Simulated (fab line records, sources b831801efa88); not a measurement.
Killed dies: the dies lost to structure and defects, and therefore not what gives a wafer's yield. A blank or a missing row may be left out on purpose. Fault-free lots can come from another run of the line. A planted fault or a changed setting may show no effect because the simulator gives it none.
Matching of chambers    flow gf180mcu    3 sister chambers for GF_MIM_CVD_05 on pecvd-04
The step deposits Si3N4, target thk 42 nm, time 29.086 s. 14 wafers are shown with their chamber, then 7 later ones without.

## WAFERS WITH THEIR CHAMBER
wafer   chamber  heater power w (W)
L971.3  0        624
L971.5  0        625
L971.6  2        696
L973.1  0        629
L973.4  0        600
L973.5  1        597
L974.2  1        651
L974.4  0        604
L974.5  2        709
L976.1  0        525
L976.4  1        577
L976.6  2        660
L979.1  0        561
L979.3  1        642

SIGNATURES (means of the wafers above)
reading         chamber 0  chamber 1  chamber 2  scatter within a chamber
heater power w  595.43     616.75     688.33     35.8
Rule: for a wafer and a chamber, the distance is found by dividing, reading by reading, the gap between the wafer's reading and the chamber's mean by the reading's scatter, squaring, summing and taking the root. The wafer belongs to the nearest chamber; if the next one is less than 2 further off, it can't be placed. How the scatter is found: for the shown wafers, subtract from each reading the mean of its chamber, square and add these, divide the total by (wafers less chambers), then take the root.

## WAFERS MISSING THEIR CHAMBER
wafer   heater power w (W)
L979.6  674
L983.2  539
L983.3  692
L983.5  505
L984.4  659
L984.5  553
L984.6  667

## WHICH CHAMBER EACH ONE RAN IN
wafer   from the rows above           in truth
L979.6  can't be placed: 2 or 1 or 0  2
L983.2  can't be placed: 0 or 1       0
L983.3  can't be placed: 2 or 1       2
L983.5  can't be placed: 0 or 1       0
L984.4  can't be placed: 2 or 1 or 0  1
L984.5  can't be placed: 0 or 1       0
L984.6  can't be placed: 2 or 1 or 0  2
Correct placement for 0 of the 7. Unplaceable from these rows: 7, with the true chamber sitting among the candidates in 7. 0 placed wrongly.
